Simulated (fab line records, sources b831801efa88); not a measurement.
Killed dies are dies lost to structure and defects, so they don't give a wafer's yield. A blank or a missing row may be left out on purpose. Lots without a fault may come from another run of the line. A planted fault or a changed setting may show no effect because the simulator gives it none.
Split-lot experiment | flow gf180mcu | 5 lots, 23 wafers read, on a route of 602 steps

THE SPLIT
At GF_M4_SPUTTER_04 (material TiN, target thk 50 nm, time 41.7 s), the setting time_s was moved away from the recipe's 41.7 s on 9 of the 23 wafers read, by -13.7% to +11.1%. The other wafers ran this setting at the recipe's value.

The reading is taken at the split's own step.

THE READING
TiN_of_M4_SPUTTER_04.thk_nm (the simulator's own value, which no gauge read), in nm, at GF_M4_SPUTTER_04 (material TiN, target thk 50 nm, time 41.7 s). The file gives no usual value for it. The 14 wafers here that ran the recipe average 49.54 nm, standard deviation 0.45 nm.

wafer  | tool, chamber at the split | time_s as run, s | against the recipe | TiN_of_M4_SPUTTER_04.thk_nm, nm | against lot-mates on the recipe
L074.1 | pvd_sputter-02, -          | 41.7             | recipe             | 49.91                           | -
L074.6 | pvd_sputter-02, -          | 41.7             | recipe             | 49.91                           | -
L074.2 | pvd_sputter-02, -          | 41.7             | recipe             | 49.73                           | -
L074.3 | pvd_sputter-02, -          | 35.99            | -13.7%             | 43.64                           | -6.21
L074.4 | pvd_sputter-02, -          | 35.99            | -13.7%             | 42.56                           | -7.29
L075.1 | pvd_sputter-02, -          | 41.7             | recipe             | 49.47                           | -
L075.2 | pvd_sputter-02, -          | 44.11            | +5.8%              | 51.66                           | +2.02
L075.3 | pvd_sputter-02, -          | 41.7             | recipe             | 49.81                           | -
L075.5 | pvd_sputter-02, -          | 44.11            | +5.8%              | 52.21                           | +2.57
L075.6 | pvd_sputter-02, -          | 44.11            | +5.8%              | 52.65                           | +3.01
L077.1 | pvd_sputter-03, -          | 46.34            | +11.1%             | 55.06                           | +5.47
L077.2 | pvd_sputter-03, -          | 41.7             | recipe             | 49.47                           | -
L077.4 | pvd_sputter-03, -          | 41.7             | recipe             | 50.04                           | -
L077.5 | pvd_sputter-03, -          | 41.7             | recipe             | 49.25                           | -
L077.6 | pvd_sputter-03, -          | 46.34            | +11.1%             | 54.83                           | +5.24
L080.1 | pvd_sputter-03, -          | 41.7             | recipe             | 50.01                           | -
L080.3 | pvd_sputter-03, -          | 41.7             | recipe             | 50.12                           | -
L080.5 | pvd_sputter-03, -          | 41.7             | recipe             | 49.39                           | -
L081.1 | pvd_sputter-02, -          | 44.77            | +7.4%              | 52.62                           | +3.79
L081.2 | pvd_sputter-02, -          | 41.7             | recipe             | 48.84                           | -
L081.3 | pvd_sputter-02, -          | 41.7             | recipe             | 48.64                           | -
L081.4 | pvd_sputter-02, -          | 44.77            | +7.4%              | 53                              | +4.17
L081.6 | pvd_sputter-02, -          | 41.7             | recipe             | 49.01                           | -

THE FIT
A straight line over all 23 wafers: TiN_of_M4_SPUTTER_04.thk_nm changes by +0.47 nm for each +1% of time_s; r = +0.99; the points scatter about the line by 0.45 nm.
The same after taking each lot's own level away (the mean of its wafers on the recipe; 23 wafers): +0.49 nm for each +1%; r = +0.99; scatter 0.35 nm.
On that fit, the largest move of time_s shifts the reading by 6.7 nm.
The lots' own levels span 48.830 to 49.850 nm, that is 2.2 times the standard deviation above.
So the lot-to-lot level changes the slope little: the two slopes agree.
Check: with one of the wafers moved furthest among these (-13.7%) left out of the fit, the line predicts -6.97 nm for it against its lot-mates. It came out at -6.21 nm against them.

OTHER SPLITS ON THESE WAFERS
These wafers also went through other splits before the reading. Each is held against what the fit with the lots' levels taken away leaves over:
other split on the same wafers       | wafers away from the commonest value | r with TiN_of_M4_SPUTTER_04.thk_nm (lot level and that fit taken away)
GF_CONTACT_COAT_09 resist_thk_nm     | 7                                    | -0.09
GF_CONTACT_SPUTTER_22 power_w        | 6                                    | +0.07
GF_M1_SPUTTER_00 chamber_pressure_pa | 18                                   | +0.19
GF_V1_COAT_09 resist_thk_nm          | 8                                    | +0.15
GF_V1_PEB_12 peb_temp_c              | 6                                    | +0.07
GF_M2_SPUTTER_00 time_s              | 7                                    | -0.03
GF_V2_CVD_23 temp_c                  | 10                                   | +0.05
GF_M3_SPUTTER_04 power_w             | 7                                    | -0.09
GF_M3_METAL_ETCH_16 icp_w            | 8                                    | +0.10

THE FILE'S OWN FIT
TiN_of_M4_SPUTTER_04.thk_nm changes by +0.491 nm for each +1% of time_s, r = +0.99.
